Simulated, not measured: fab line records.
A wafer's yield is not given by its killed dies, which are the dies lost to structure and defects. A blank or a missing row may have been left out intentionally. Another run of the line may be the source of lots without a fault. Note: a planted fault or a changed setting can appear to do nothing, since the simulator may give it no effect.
Lot-split experiment || flow sky130 || 5 lots, 23 wafers read, on a route of 708 steps

ON THE SPLIT
At SKY_VT_ADJUST_HVTP_STRIP_10 (strips in O2/N2), the setting pressure mtorr was moved away from the recipe's 1500 mTorr on 15 of the 23 wafers read, by -7.1% to +10.2%. All remaining wafers had this setting at the recipe value.

The reading is taken at the split's own step.

THE READING
oes product au, in a.u., at SKY_VT_ADJUST_HVTP_STRIP_10 (strips in O2/N2). Fault-free wafers of this fab line usually give 0.715 a.u., standard deviation 0.0037 a.u.

{"wafer": "L074.1", "tool, chamber at the split": "plasma asher-04, 1", "pressure mtorr as run, mTorr": 1653, "against the recipe": "+10.2%", "oes product au, a.u.": 0.726, "against lot-mates on the recipe": "no lot-mate on the recipe"}
{"wafer": "L074.2", "tool, chamber at the split": "plasma asher-04, 0", "pressure mtorr as run, mTorr": 1653, "against the recipe": "+10.2%", "oes product au, a.u.": 0.728, "against lot-mates on the recipe": "no lot-mate on the recipe"}
{"wafer": "L074.3", "tool, chamber at the split": "plasma asher-04, 1", "pressure mtorr as run, mTorr": 1653, "against the recipe": "+10.2%", "oes product au, a.u.": 0.724, "against lot-mates on the recipe": "no lot-mate on the recipe"}
{"wafer": "L074.4", "tool, chamber at the split": "plasma asher-04, 0", "pressure mtorr as run, mTorr": 1653, "against the recipe": "+10.2%", "oes product au, a.u.": 0.723, "against lot-mates on the recipe": "no lot-mate on the recipe"}
{"wafer": "L074.6", "tool, chamber at the split": "plasma asher-04, 0", "pressure mtorr as run, mTorr": 1653, "against the recipe": "+10.2%", "oes product au, a.u.": 0.733, "against lot-mates on the recipe": "no lot-mate on the recipe"}
{"wafer": "L075.1", "tool, chamber at the split": "plasma asher-01, 1", "pressure mtorr as run, mTorr": 1394, "against the recipe": "-7.1%", "oes product au, a.u.": 0.701, "against lot-mates on the recipe": "no lot-mate on the recipe"}
{"wafer": "L075.3", "tool, chamber at the split": "plasma asher-01, 0", "pressure mtorr as run, mTorr": 1394, "against the recipe": "-7.1%", "oes product au, a.u.": 0.704, "against lot-mates on the recipe": "no lot-mate on the recipe"}
{"wafer": "L075.4", "tool, chamber at the split": "plasma asher-01, 1", "pressure mtorr as run, mTorr": 1394, "against the recipe": "-7.1%", "oes product au, a.u.": 0.702, "against lot-mates on the recipe": "no lot-mate on the recipe"}
{"wafer": "L075.5", "tool, chamber at the split": "plasma asher-01, 1", "pressure mtorr as run, mTorr": 1394, "against the recipe": "-7.1%", "oes product au, a.u.": 0.710, "against lot-mates on the recipe": "no lot-mate on the recipe"}
{"wafer": "L075.6", "tool, chamber at the split": "plasma asher-01, 0", "pressure mtorr as run, mTorr": 1394, "against the recipe": "-7.1%", "oes product au, a.u.": 0.704, "against lot-mates on the recipe": "no lot-mate on the recipe"}
{"wafer": "L076.1", "tool, chamber at the split": "plasma asher-01, 1", "pressure mtorr as run, mTorr": 1500, "against the recipe": "recipe", "oes product au, a.u.": 0.713, "against lot-mates on the recipe": "-"}
{"wafer": "L076.2", "tool, chamber at the split": "plasma asher-01, 0", "pressure mtorr as run, mTorr": 1500, "against the recipe": "recipe", "oes product au, a.u.": 0.724, "against lot-mates on the recipe": "-"}
{"wafer": "L076.3", "tool, chamber at the split": "plasma asher-01, 1", "pressure mtorr as run, mTorr": 1500, "against the recipe": "recipe", "oes product au, a.u.": 0.717, "against lot-mates on the recipe": "-"}
{"wafer": "L076.5", "tool, chamber at the split": "plasma asher-01, 0", "pressure mtorr as run, mTorr": 1500, "against the recipe": "recipe", "oes product au, a.u.": 0.722, "against lot-mates on the recipe": "-"}
{"wafer": "L076.6", "tool, chamber at the split": "plasma asher-01, 1", "pressure mtorr as run, mTorr": 1500, "against the recipe": "recipe", "oes product au, a.u.": 0.710, "against lot-mates on the recipe": "-"}
{"wafer": "L077.1", "tool, chamber at the split": "plasma asher-03, 0", "pressure mtorr as run, mTorr": 1593, "against the recipe": "+6.2%", "oes product au, a.u.": 0.727, "against lot-mates on the recipe": "no lot-mate on the recipe"}
{"wafer": "L077.2", "tool, chamber at the split": "plasma asher-03, 1", "pressure mtorr as run, mTorr": 1593, "against the recipe": "+6.2%", "oes product au, a.u.": 0.719, "against lot-mates on the recipe": "no lot-mate on the recipe"}
{"wafer": "L077.3", "tool, chamber at the split": "plasma asher-03, 1", "pressure mtorr as run, mTorr": 1593, "against the recipe": "+6.2%", "oes product au, a.u.": 0.723, "against lot-mates on the recipe": "no lot-mate on the recipe"}
{"wafer": "L077.4", "tool, chamber at the split": "plasma asher-03, 0", "pressure mtorr as run, mTorr": 1593, "against the recipe": "+6.2%", "oes product au, a.u.": 0.723, "against lot-mates on the recipe": "no lot-mate on the recipe"}
{"wafer": "L077.6", "tool, chamber at the split": "plasma asher-03, 1", "pressure mtorr as run, mTorr": 1593, "against the recipe": "+6.2%", "oes product au, a.u.": 0.719, "against lot-mates on the recipe": "no lot-mate on the recipe"}
{"wafer": "L081.1", "tool, chamber at the split": "plasma asher-03, 1", "pressure mtorr as run, mTorr": 1500, "against the recipe": "recipe", "oes product au, a.u.": 0.716, "against lot-mates on the recipe": "-"}
{"wafer": "L081.2", "tool, chamber at the split": "plasma asher-03, 0", "pressure mtorr as run, mTorr": 1500, "against the recipe": "recipe", "oes product au, a.u.": 0.717, "against lot-mates on the recipe": "-"}
{"wafer": "L081.3", "tool, chamber at the split": "plasma asher-03, 0", "pressure mtorr as run, mTorr": 1500, "against the recipe": "recipe", "oes product au, a.u.": 0.717, "against lot-mates on the recipe": "-"}

THE FIT
A straight line over all 23 wafers: oes product au changes by +0.00126 a.u. for each +1% of pressure mtorr; r = +0.89; the points scatter about the line by 0.0041 a.u.
Too few moved wafers with a lot-mate on the recipe to fit a line net of each lot's own level.
Tool readings at the split's step, against how far the setting was moved: oes product au r = +0.89; strip time to endpoint s r = -0.43.

THE FILE'S OWN FIT
oes product au changes by +0.00125 a.u. for each +1% of pressure mtorr, r = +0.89.
